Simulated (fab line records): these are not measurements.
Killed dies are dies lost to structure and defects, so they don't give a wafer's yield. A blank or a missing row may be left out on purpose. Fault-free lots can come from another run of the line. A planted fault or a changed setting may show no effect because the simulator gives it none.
Which tool was responsible? / flow gf180mcu / Sampling: 12 lots, 36 wafers, 6 of 602 route steps

## WHAT THE GAUGES SHOWED, per wafer
GF_MVSD_OVL_MEAS_07. Usual: MVSD_OVL -1.4 nm, standard deviation 1.5.
lot=L144; measured=day 4 16:31; on=overlay-02; MVSD_OVL (nm)=-0.2 -0.3 0.9; flag=
lot=L145; measured=day 4 21:43; on=overlay-02; MVSD_OVL (nm)=1.0 0.7 0.4; flag=
lot=L148; measured=day 5 13:31; on=overlay-02; MVSD_OVL (nm)=-3.7 -2.4 -1.7; flag=
lot=L149; measured=day 5 19:43; on=overlay-02; MVSD_OVL (nm)=-3.5 -0.9 -1.4; flag=
lot=L150; measured=day 6 05:37; on=overlay-01; MVSD_OVL (nm)=-1.7 -0.5 -1.7; flag=
lot=L151; measured=day 6 07:13; on=overlay-01; MVSD_OVL (nm)=-2.9 -4.2 -1.6; flag=
lot=L158; measured=day 8 02:25; on=overlay-01; MVSD_OVL (nm)=-3.9 -0.2 -1.1; flag=
lot=L160; measured=day 8 12:28; on=overlay-02; MVSD_OVL (nm)=-1.6 -1.7 -4.2; flag=
lot=L162; measured=day 9 01:09; on=overlay-02; MVSD_OVL (nm)=-1.0 0.7 0.7; flag=
lot=L163; measured=day 9 06:13; on=overlay-02; MVSD_OVL (nm)=1.9 0.1 1.4; flag=
lot=L165; measured=day 9 18:25; on=overlay-02; MVSD_OVL (nm)=-3.2 -3.3 0.4; flag=
lot=L166; measured=day 10 01:04; on=overlay-02; MVSD_OVL (nm)=-1.9 -3.5 -1.7; flag=

GF_MVSD_TW_MEAS_11. Usual: MVSD_TW 1593, standard deviation 9.
lot=L144; measured=day 4 16:58; on=filmMetro-02; MVSD_TW=1574 1586 1586; flag=
lot=L145; measured=day 4 22:10; on=filmMetro-02; MVSD_TW=1573 1583 1578; flag=
lot=L148; measured=day 5 13:57; on=filmMetro-02; MVSD_TW=1595 1588 1593; flag=
lot=L149; measured=day 5 20:09; on=filmMetro-02; MVSD_TW=1639 1645 1641; flag=OFF
lot=L150; measured=day 6 06:04; on=filmMetro-01; MVSD_TW=1656 1642 1652; flag=OFF
lot=L151; measured=day 6 07:40; on=filmMetro-02; MVSD_TW=1634 1634 1636; flag=OFF
lot=L158; measured=day 8 02:52; on=filmMetro-03; MVSD_TW=1603 1598 1600; flag=
lot=L160; measured=day 8 12:55; on=filmMetro-01; MVSD_TW=1579 1588 1582; flag=
lot=L162; measured=day 9 01:35; on=filmMetro-03; MVSD_TW=1600 1603 1598; flag=
lot=L163; measured=day 9 06:40; on=filmMetro-03; MVSD_TW=1598 1603 1597; flag=
lot=L165; measured=day 9 18:52; on=filmMetro-01; MVSD_TW=1582 1587 1583; flag=
lot=L166; measured=day 10 01:30; on=filmMetro-02; MVSD_TW=1581 1586 1588; flag=

GF_VT_IMPLANT_RS_MEAS_46: the measuring method here is four-point-probe. Usual: MVSD_RS 456.4 ohm/sq, standard deviation 1.1.
lot=L144; measured=day 7 20:46; on=filmMetro-02; MVSD_RS (ohm/sq)=456.1 454.9 456.4; flag=
lot=L145; measured=day 8 03:37; on=filmMetro-03; MVSD_RS (ohm/sq)=457.0 457.2 456.9; flag=
lot=L148; measured=day 8 21:34; on=filmMetro-01; MVSD_RS (ohm/sq)=456.7 456.6 456.0; flag=
lot=L149; measured=day 9 04:58; on=filmMetro-03; MVSD_RS (ohm/sq)=412.1 411.9 413.6; flag=OFF
lot=L150; measured=day 9 16:58; on=filmMetro-03; MVSD_RS (ohm/sq)=411.6 411.9 411.5; flag=OFF
lot=L151; measured=day 9 18:25; on=filmMetro-02; MVSD_RS (ohm/sq)=412.4 413.3 412.7; flag=OFF
lot=L158; measured=day 11 19:44; on=filmMetro-02; MVSD_RS (ohm/sq)=457.0 458.5 457.1; flag=
lot=L160; measured=day 12 06:08; on=filmMetro-03; MVSD_RS (ohm/sq)=456.6 456.3 456.7; flag=
lot=L162; measured=day 12 20:41; on=filmMetro-01; MVSD_RS (ohm/sq)=456.3 456.1 455.5; flag=
lot=L163; measured=day 13 03:53; on=filmMetro-01; MVSD_RS (ohm/sq)=456.1 456.2 456.6; flag=
lot=L165; measured=day 13 16:08; on=filmMetro-01; MVSD_RS (ohm/sq)=455.2 455.7 455.7; flag=
lot=L166; measured=day 14 01:19; on=filmMetro-03; MVSD_RS (ohm/sq)=456.3 458.2 455.5; flag=

## EACH LOT AND THE TOOL THAT RAN IT (in order: tool; ch and the chambers of the sampled wafers; start)
lot=L144; GF_STI_ETCH_14=rieSi-01 ch 0,2,3, day 2 07:40; GF_MVSD_IMPLANT_09=implanter-02 ch 0, day 4 16:43; GF_VT_IMPLANT_STRIP_20=plasmaAsher-01 ch 0,1, day 6 12:09
lot=L145; GF_STI_ETCH_14=rieSi-02 ch 1,2,3, day 2 12:31; GF_MVSD_IMPLANT_09=implanter-02 ch 0, day 4 21:55; GF_VT_IMPLANT_STRIP_20=plasmaAsher-01 ch 0,1, day 6 18:39
lot=L148; GF_STI_ETCH_14=rieSi-01 ch 0,1,3, day 3 02:04; GF_MVSD_IMPLANT_09=implanter-03 ch 0, day 5 13:42; GF_VT_IMPLANT_STRIP_20=plasmaAsher-04 ch 0, day 7 12:06
lot=L149; GF_STI_ETCH_14=rieSi-01 ch 0,1,3, day 3 07:46; GF_MVSD_IMPLANT_09=implanter-02 ch 0, day 5 19:54; GF_VT_IMPLANT_STRIP_20=plasmaAsher-01 ch 0,1, day 7 19:27
lot=L150; GF_STI_ETCH_14=rieSi-01 ch 0,1,2, day 3 15:10; GF_MVSD_IMPLANT_09=implanter-02 ch 0, day 6 05:49; GF_VT_IMPLANT_STRIP_20=plasmaAsher-02 ch 0,1, day 8 05:45
lot=L151; GF_STI_ETCH_14=rieSi-01 ch 1,2,3, day 3 18:31; GF_MVSD_IMPLANT_09=implanter-02 ch 0, day 6 07:25; GF_VT_IMPLANT_STRIP_20=plasmaAsher-04 ch 0,1, day 8 07:21
lot=L158; GF_STI_ETCH_14=rieSi-01 ch 0,1, day 5 06:43; GF_MVSD_IMPLANT_09=implanter-01 ch 0, day 8 02:38; GF_VT_IMPLANT_STRIP_20=plasmaAsher-01 ch 0, day 10 06:48
lot=L160; GF_STI_ETCH_14=rieSi-02 ch 0,1, day 5 16:31; GF_MVSD_IMPLANT_09=implanter-03 ch 0, day 8 12:41; GF_VT_IMPLANT_STRIP_20=plasmaAsher-02 ch 0,1, day 10 17:36
lot=L162; GF_STI_ETCH_14=rieSi-02 ch 1,2,3, day 6 03:37; GF_MVSD_IMPLANT_09=implanter-02 ch 0, day 9 01:22; GF_VT_IMPLANT_STRIP_20=plasmaAsher-04 ch 0,1, day 11 07:15
lot=L163; GF_STI_ETCH_14=rieSi-01 ch 0,3, day 6 08:37; GF_MVSD_IMPLANT_09=implanter-01 ch 0, day 9 06:26; GF_VT_IMPLANT_STRIP_20=plasmaAsher-02 ch 0,1, day 11 13:03
lot=L165; GF_STI_ETCH_14=rieSi-02 ch 0,2,3, day 6 19:01; GF_MVSD_IMPLANT_09=implanter-03 ch 0, day 9 18:38; GF_VT_IMPLANT_STRIP_20=plasmaAsher-04 ch 0,1, day 12 00:45
lot=L166; GF_STI_ETCH_14=rieSi-02 ch 0,1,3, day 7 00:28; GF_MVSD_IMPLANT_09=implanter-01 ch 0, day 10 01:15; GF_VT_IMPLANT_STRIP_20=plasmaAsher-02 ch 0,1, day 12 08:03
- GF_STI_ETCH_14: etches Si in HBr/Cl2/O2, target depth 360 nm, time 102.9 s.
- GF_MVSD_IMPLANT_09
- GF_VT_IMPLANT_STRIP_20: strips in O2/N2.

## AS READ BY THE TOOLS THEMSELVES (means over the sampled wafers that have a number; for cases with no such wafer, the mark the record gives instead)
GF_STI_ETCH_14. Usual: drypumpMotorCurrentA 5.6 A, standard deviation 0.53; oesProductAu 0.996 a.u., standard deviation 0.0088; throttleValvePct 25.657 %, standard deviation 0.0091.
lot=L144; tool=rieSi-01; drypumpMotorCurrentA (A)=5.4; oesProductAu (a.u.)=0.992; throttleValvePct (%)=25.671; flag=
lot=L145; tool=rieSi-02; drypumpMotorCurrentA (A)=5.7; oesProductAu (a.u.)=0.996; throttleValvePct (%)=25.659; flag=
lot=L148; tool=rieSi-01; drypumpMotorCurrentA (A)=5.5; oesProductAu (a.u.)=1.002; throttleValvePct (%)=25.651; flag=
lot=L149; tool=rieSi-01; drypumpMotorCurrentA (A)=5.5; oesProductAu (a.u.)=0.998; throttleValvePct (%)=25.648; flag=
lot=L150; tool=rieSi-01; drypumpMotorCurrentA (A)=5.5; oesProductAu (a.u.)=0.994; throttleValvePct (%)=25.662; flag=
lot=L151; tool=rieSi-01; drypumpMotorCurrentA (A)=5.1; oesProductAu (a.u.)=0.996; throttleValvePct (%)=25.659; flag=
lot=L158; tool=rieSi-01; drypumpMotorCurrentA (A)=5.7; oesProductAu (a.u.)=0.989; throttleValvePct (%)=25.655; flag=
lot=L160; tool=rieSi-02; drypumpMotorCurrentA (A)=5.5; oesProductAu (a.u.)=0.990; throttleValvePct (%)=25.658; flag=
lot=L162; tool=rieSi-02; drypumpMotorCurrentA (A)=5.7; oesProductAu (a.u.)=1.004; throttleValvePct (%)=25.652; flag=
lot=L163; tool=rieSi-01; drypumpMotorCurrentA (A)=5.4; oesProductAu (a.u.)=1.014; throttleValvePct (%)=25.649; flag=
lot=L165; tool=rieSi-02; drypumpMotorCurrentA (A)=6.1; oesProductAu (a.u.)=1.000; throttleValvePct (%)=25.653; flag=
lot=L166; tool=rieSi-02; drypumpMotorCurrentA (A)=5.9; oesProductAu (a.u.)=0.985; throttleValvePct (%)=25.657; flag=

GF_MVSD_IMPLANT_09. Usual: doseIonsCm2 5e+12, standard deviation 5.5e+09; faradayCurrentUA 28.2, standard deviation 0.6.
lot=L144 tool=implanter-02 doseIonsCm2=5e+12 faradayCurrentUA=28.2 flag=
lot=L145 tool=implanter-02 doseIonsCm2=5e+12 faradayCurrentUA=28.1 flag=
lot=L148 tool=implanter-03 doseIonsCm2=5e+12 faradayCurrentUA=28.4 flag=
lot=L149 tool=implanter-02 doseIonsCm2=9e+12 faradayCurrentUA=48.2 flag=OFF
lot=L150 tool=implanter-02 doseIonsCm2=9e+12 faradayCurrentUA=48.4 flag=OFF
lot=L151 tool=implanter-02 doseIonsCm2=9e+12 faradayCurrentUA=49.2 flag=OFF
lot=L158 tool=implanter-01 doseIonsCm2=5e+12 faradayCurrentUA=28.1 flag=
lot=L160 tool=implanter-03 doseIonsCm2=5e+12 faradayCurrentUA=28.4 flag=
lot=L162 tool=implanter-02 doseIonsCm2=5e+12 faradayCurrentUA=28.5 flag=
lot=L163 tool=implanter-01 doseIonsCm2=5e+12 faradayCurrentUA=28.2 flag=
lot=L165 tool=implanter-03 doseIonsCm2=5e+12 faradayCurrentUA=28.0 flag=
lot=L166 tool=implanter-01 doseIonsCm2=5e+12 faradayCurrentUA=28.1 flag=

GF_VT_IMPLANT_STRIP_20. Usual: drypumpMotorCurrentA 5.8 A, standard deviation 0.49; heaterPowerW 332 W, standard deviation 28; o2FlowSccm 2999 sccm, standard deviation 9.6; oesProductAu 0.716 a.u., standard deviation 0.0046; platenTempC 250.00 C, standard deviation 0.18; stripTimeToEndpointS 12.62 s, standard deviation 0.035.
lot=L144; tool=plasmaAsher-01; drypumpMotorCurrentA (A)=5.3; heaterPowerW (W)=316; o2FlowSccm (sccm)=2999; oesProductAu (a.u.)=0.715; platenTempC (C)=249.97; stripTimeToEndpointS (s)=12.66; flag=
lot=L145; tool=plasmaAsher-01; drypumpMotorCurrentA (A)=5.5; heaterPowerW (W)=323; o2FlowSccm (sccm)=2991; oesProductAu (a.u.)=0.715; platenTempC (C)=249.89; stripTimeToEndpointS (s)=12.65; flag=
lot=L148; tool=plasmaAsher-04; drypumpMotorCurrentA (A)=5.8; heaterPowerW (W)=319; o2FlowSccm (sccm)=3002; oesProductAu (a.u.)=0.721; platenTempC (C)=249.96; stripTimeToEndpointS (s)=12.65; flag=
lot=L149; tool=plasmaAsher-01; drypumpMotorCurrentA (A)=5.5; heaterPowerW (W)=325; o2FlowSccm (sccm)=2996; oesProductAu (a.u.)=0.714; platenTempC (C)=250.05; stripTimeToEndpointS (s)=12.58; flag=
lot=L150; tool=plasmaAsher-02; drypumpMotorCurrentA (A)=6.1; heaterPowerW (W)=341; o2FlowSccm (sccm)=2992; oesProductAu (a.u.)=0.720; platenTempC (C)=250.01; stripTimeToEndpointS (s)=12.61; flag=
lot=L151; tool=plasmaAsher-04; drypumpMotorCurrentA (A)=5.9; heaterPowerW (W)=340; o2FlowSccm (sccm)=3007; oesProductAu (a.u.)=0.719; platenTempC (C)=250.13; stripTimeToEndpointS (s)=12.62; flag=
lot=L158; tool=plasmaAsher-01; drypumpMotorCurrentA (A)=5.6; heaterPowerW (W)=342; o2FlowSccm (sccm)=3004; oesProductAu (a.u.)=0.714; platenTempC (C)=249.86; stripTimeToEndpointS (s)=12.60; flag=
lot=L160; tool=plasmaAsher-02; drypumpMotorCurrentA (A)=6.4; heaterPowerW (W)=321; o2FlowSccm (sccm)=3001; oesProductAu (a.u.)=0.709; platenTempC (C)=250.28; stripTimeToEndpointS (s)=12.66; flag=
lot=L162; tool=plasmaAsher-04; drypumpMotorCurrentA (A)=5.9; heaterPowerW (W)=354; o2FlowSccm (sccm)=3006; oesProductAu (a.u.)=0.714; platenTempC (C)=250.01; stripTimeToEndpointS (s)=12.65; flag=
lot=L163; tool=plasmaAsher-02; drypumpMotorCurrentA (A)=6.4; heaterPowerW (W)=320; o2FlowSccm (sccm)=2995; oesProductAu (a.u.)=0.715; platenTempC (C)=250.04; stripTimeToEndpointS (s)=12.67; flag=
lot=L165; tool=plasmaAsher-04; drypumpMotorCurrentA (A)=6.1; heaterPowerW (W)=367; o2FlowSccm (sccm)=3001; oesProductAu (a.u.)=0.716; platenTempC (C)=249.90; stripTimeToEndpointS (s)=12.64; flag=
lot=L166; tool=plasmaAsher-02; drypumpMotorCurrentA (A)=6.4; heaterPowerW (W)=323; o2FlowSccm (sccm)=3001; oesProductAu (a.u.)=0.719; platenTempC (C)=250.03; stripTimeToEndpointS (s)=12.64; flag=

## THE ANSWER, worked out from the rows above alone
Rule: lot off if the mean of its wafers having a number is beyond 3 standard deviations from the usual mean. Also off: a lot with no number at a reading for which 4 or more lots have one. Any other lot the step has rows for is counted as sound. First the gauges in route order, then the tools' own readings, where a lot's mean is used as printed above. The first step at which some lot is off is used, and at that step the reading that is off furthest; a lot without a number counts as furthest.
Off: L149, L150, L151, seen at GF_MVSD_TW_MEAS_11 (MVSD_TW).
If a tool, at a process step before that reading, ran all the lots that are off and no sound lot after the first of them, it fits. Not tried: the gauges at GF_MVSD_TW_MEAS_11; whatever is off there is also off at GF_MVSD_IMPLANT_09, on other tools, and gauge error can't account for it. None of those tried fits.

## WHAT THE SIMULATOR PUT IN
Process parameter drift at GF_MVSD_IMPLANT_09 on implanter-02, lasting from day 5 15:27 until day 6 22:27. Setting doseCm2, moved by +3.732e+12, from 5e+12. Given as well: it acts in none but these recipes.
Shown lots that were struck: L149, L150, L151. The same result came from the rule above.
